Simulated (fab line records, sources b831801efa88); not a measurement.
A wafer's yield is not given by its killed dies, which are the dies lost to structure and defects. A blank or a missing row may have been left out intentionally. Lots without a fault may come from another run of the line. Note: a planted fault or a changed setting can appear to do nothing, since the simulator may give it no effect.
Which tool did it? + flow gf180mcu + 10 lots, 28 wafers sampled, at 5 steps of a route of 602

== WHAT EACH GAUGE READ, for each wafer ==
No reading from a measuring or inspecting step in the record can be judged against a usual standard deviation.

== EACH LOT AND THE TOOL THAT RAN IT (in order: tool; ch and the chambers of the sampled wafers; start) ==
| lot  | GF_STI_ETCH_14                 | GF_STI_STRIP_15                    | GF_SAB_STRIP_13                     | GF_V1_ETCH_17                                | GF_V3_STRIP_18                      |
|------|--------------------------------|------------------------------------|-------------------------------------|----------------------------------------------|-------------------------------------|
| L740 | rieSi-02 ch 2,3, day 2 01:52   | plasmaAsher-01 ch 0,1, day 2 01:59 | plasmaAsher-04 ch 0,1, day 15 03:56 | rieDiel-02 ch 2,3, day 22 11:53 or earlier   | plasmaAsher-03 ch 0,1, day 22 11:53 |
| L741 | rieSi-01 ch 0,1,3, day 2 07:26 | plasmaAsher-04 ch 0,1, day 2 07:31 | plasmaAsher-01 ch 0,1, day 15 16:22 | rieDiel-04 ch 0,1,3, day 22 23:16 or earlier | plasmaAsher-03 ch 0,1, day 22 23:16 |
| L743 | rieSi-01 ch 0,3, day 2 17:29   | plasmaAsher-04 ch 0,1, day 2 17:34 | plasmaAsher-03 ch 0,1, day 16 12:16 | rieDiel-04 ch 0,1, day 23 21:58 or earlier   | plasmaAsher-04 ch 1, day 23 21:58   |
| L748 | rieSi-02 ch 1, day 3 19:29     | plasmaAsher-04 ch 0,1, day 3 19:36 | plasmaAsher-04 ch 0,1, day 18 07:30 | rieDiel-04 ch 0,3, day 25 14:21 or earlier   | plasmaAsher-03 ch 0,1, day 25 14:21 |
| L749 | rieSi-02 ch 2, day 4 02:11     | plasmaAsher-03 ch 0,1, day 4 02:16 | plasmaAsher-04 ch 0,1, day 19 00:03 | rieDiel-01 ch 1,3, day 26 05:13 or earlier   | plasmaAsher-02 ch 0, day 26 05:13   |
| L752 | rieSi-01 ch 0,2,3, day 4 14:53 | plasmaAsher-03 ch 1, day 4 14:58   | plasmaAsher-03 ch 0,1, day 19 16:46 | rieDiel-02 ch 0,1, day 26 20:52 or earlier   | plasmaAsher-03 ch 0, day 26 20:52   |
| L753 | rieSi-01 ch 0,1,2, day 4 21:23 | plasmaAsher-01 ch 0,1, day 4 21:28 | plasmaAsher-03 ch 0,1, day 20 01:42 | rieDiel-04 ch 0,1,3, day 27 01:47 or earlier | plasmaAsher-03 ch 0,1, day 27 01:47 |
| L754 | rieSi-01 ch 0,3, day 5 01:18   | plasmaAsher-03 ch 0,1, day 5 01:23 | plasmaAsher-03 ch 0,1, day 20 14:23 | rieDiel-04 ch 0,1,3, day 27 12:04 or earlier | plasmaAsher-02 ch 0,1, day 27 12:04 |
| L760 | rieSi-01 ch 0,1,3, day 6 08:56 | plasmaAsher-01 ch 0, day 6 09:01   | plasmaAsher-03 ch 0,1, day 22 13:33 | rieDiel-04 ch 1,3, day 29 02:29 or earlier   | plasmaAsher-02 ch 0,1, day 29 02:29 |
| L763 | rieSi-02 ch 0,1,3, day 6 23:54 | plasmaAsher-04 ch 0,1, day 6 23:59 | plasmaAsher-04 ch 0, day 23 09:35   | rieDiel-01 ch 0,2,3, day 29 19:40 or earlier | plasmaAsher-04 ch 0,1, day 29 19:40 |
- GF_STI_ETCH_14: etches Si in HBr/Cl2/O2, target depth 360 nm, time 102.9 s.
- GF_STI_STRIP_15: strips in O2/N2.
- GF_SAB_STRIP_13: strips in O2/N2.
- GF_V1_ETCH_17: etches SiO2 in C4F8/O2/Ar, stops on TiN, target depth 630 nm.
- GF_V3_STRIP_18: strips in O2/N2.

== WHAT THE TOOLS THEMSELVES READ (means of the sampled wafers that have a number; where no wafer has one, the mark that the record gives instead) ==
GF_STI_ETCH_14.
| lot  | tool     | drypumpMotorCurrentA (A) | oesProductAu (a.u.) | throttleValvePct (%) |
|------|----------|--------------------------|---------------------|----------------------|
| L740 | rieSi-02 | 6.1                      | 0.998               | 25.661               |
| L741 | rieSi-01 | 5.8                      | 1.011               | 25.633               |
| L743 | rieSi-01 | 6.1                      | 1.013               | 25.641               |
| L748 | rieSi-02 | 5.5                      | 0.905               | 25.734               |
| L749 | rieSi-02 | 5.9                      | 0.897               | 25.721               |
| L752 | rieSi-01 | 5.8                      | 1.004               | 25.661               |
| L753 | rieSi-01 | 5.6                      | 1.004               | 25.654               |
| L754 | rieSi-01 | 5.8                      | 1.008               | 25.654               |
| L760 | rieSi-01 | 5.9                      | 1.013               | 25.657               |
| L763 | rieSi-02 | 5.9                      | 1.008               | 25.647               |

GF_STI_STRIP_15.
| lot  | tool           | drypumpMotorCurrentA (A) | heaterPowerW (W) | o2FlowSccm (sccm) | oesProductAu (a.u.) | platenTempC (C) | stripTimeToEndpointS (s) |
|------|----------------|--------------------------|------------------|-------------------|---------------------|-----------------|--------------------------|
| L740 | plasmaAsher-01 | 5.60                     | 307              | 3005              | 0.381               | 250.00          | 3.72                     |
| L741 | plasmaAsher-04 | 5.66                     | 310              | 2998              | 0.385               | 250.28          | 3.68                     |
| L743 | plasmaAsher-04 | 5.64                     | 315              | 3004              | 0.384               | 250.25          | 3.70                     |
| L748 | plasmaAsher-04 | 5.64                     | 315              | 2996              | 0.390               | 249.84          | 3.88                     |
| L749 | plasmaAsher-03 | 5.83                     | 338              | 2996              | 0.389               | 250.03          | 3.86                     |
| L752 | plasmaAsher-03 | 5.79                     | 366              | 2987              | 0.382               | 250.07          | 3.71                     |
| L753 | plasmaAsher-01 | 5.59                     | 309              | 2997              | 0.383               | 249.99          | 3.70                     |
| L754 | plasmaAsher-03 | 5.82                     | 352              | 2995              | 0.387               | 249.94          | 3.77                     |
| L760 | plasmaAsher-01 | 6.19                     | 381              | 3001              | 0.382               | 250.02          | 3.69                     |
| L763 | plasmaAsher-04 | 5.64                     | 310              | 2992              | 0.386               | 250.03          | 3.69                     |

GF_SAB_STRIP_13.
| lot  | tool           | drypumpMotorCurrentA (A) | heaterPowerW (W) | o2FlowSccm (sccm) | oesProductAu (a.u.) | platenTempC (C) | stripTimeToEndpointS (s) |
|------|----------------|--------------------------|------------------|-------------------|---------------------|-----------------|--------------------------|
| L740 | plasmaAsher-04 | 5.66                     | 310              | 3001              | 0.711               | 250.06          | 12.58                    |
| L741 | plasmaAsher-01 | 5.90                     | 341              | 2998              | 0.710               | 249.97          | 12.54                    |
| L743 | plasmaAsher-03 | 5.82                     | 358              | 2998              | 0.710               | 250.07          | 12.60                    |
| L748 | plasmaAsher-04 | 5.62                     | 318              | 2996              | 0.708               | 249.96          | 12.58                    |
| L749 | plasmaAsher-04 | 5.65                     | 314              | 3002              | 0.714               | 249.96          | 12.61                    |
| L752 | plasmaAsher-03 | 5.81                     | 359              | 2999              | 0.710               | 249.75          | 12.59                    |
| L753 | plasmaAsher-03 | 5.85                     | 340              | 2988              | 0.710               | 250.03          | 12.63                    |
| L754 | plasmaAsher-03 | 5.81                     | 358              | 2996              | 0.711               | 249.74          | 12.64                    |
| L760 | plasmaAsher-03 | 5.84                     | 338              | 2995              | 0.701               | 250.10          | 12.63                    |
| L763 | plasmaAsher-04 | 5.67                     | 325              | 2990              | 0.710               | 250.04          | 12.64                    |

GF_V1_ETCH_17.
| lot  | tool       | oesProductAu (a.u.) |
|------|------------|---------------------|
| L740 | rieDiel-02 | 0.856               |
| L741 | rieDiel-04 | 0.854               |
| L743 | rieDiel-04 | 0.861               |
| L748 | rieDiel-04 | 0.852               |
| L749 | rieDiel-01 | 0.851               |
| L752 | rieDiel-02 | 0.858               |
| L753 | rieDiel-04 | 0.856               |
| L754 | rieDiel-04 | 0.859               |
| L760 | rieDiel-04 | 0.853               |
| L763 | rieDiel-01 | 0.857               |

GF_V3_STRIP_18.
| lot  | tool           | drypumpMotorCurrentA (A) | heaterPowerW (W) | o2FlowSccm (sccm) | oesProductAu (a.u.) | platenTempC (C) |
|------|----------------|--------------------------|------------------|-------------------|---------------------|-----------------|
| L740 | plasmaAsher-03 | 5.82                     | 360              | 3001              | 0.586               | 249.92          |
| L741 | plasmaAsher-03 | 5.84                     | 343              | 2997              | 0.594               | 250.04          |
| L743 | plasmaAsher-04 | 5.66                     | 304              | 2986              | 0.591               | 249.97          |
| L748 | plasmaAsher-03 | 5.83                     | 349              | 2994              | 0.598               | 250.30          |
| L749 | plasmaAsher-02 | 5.00                     | 376              | 2986              | 0.588               | 249.78          |
| L752 | plasmaAsher-03 | 5.87                     | 324              | 2989              | 0.587               | 249.97          |
| L753 | plasmaAsher-03 | 5.84                     | 339              | 2995              | 0.590               | 250.07          |
| L754 | plasmaAsher-02 | 5.53                     | 393              | 2999              | 0.593               | 250.04          |
| L760 | plasmaAsher-02 | 5.53                     | 388              | 3001              | 0.587               | 249.76          |
| L763 | plasmaAsher-04 | 5.64                     | 309              | 2988              | 0.592               | 250.11          |

== THE ANSWER, worked out from the rows above alone ==
Rule: the usual values come from the lots themselves. Put in order of their means at a reading, lots are off if they are a third of the lots or fewer, leave a main group of 4 or more, and stand apart from it by a gap of 3 or more times the standard deviation of the main group's means; of several such gaps the widest counts. If all means in a main group match to the digits the tables above print for the reading, that group is not used. A lot without any number at a reading at which 4 lots or more have one is off too. Any other lot the step has rows for is counted as sound. After the gauges, taken in route order, come the tools' own readings; for these a lot's mean is taken, as printed above. The first step at which some lot is off is used, and at that step the reading that is off furthest; a lot without a number counts as furthest.
Off at GF_STI_ETCH_14 (oesProductAu): L748, L749. For the main group the mean is 1.007 a.u. and the standard deviation 0.0048.
If a tool, at that step or one of the process steps before it, ran each lot that is off and ran no sound lot following the first of them, it fits. None of those tried fits.

== WHAT HAD BEEN PUT IN BY THE SIMULATOR ==
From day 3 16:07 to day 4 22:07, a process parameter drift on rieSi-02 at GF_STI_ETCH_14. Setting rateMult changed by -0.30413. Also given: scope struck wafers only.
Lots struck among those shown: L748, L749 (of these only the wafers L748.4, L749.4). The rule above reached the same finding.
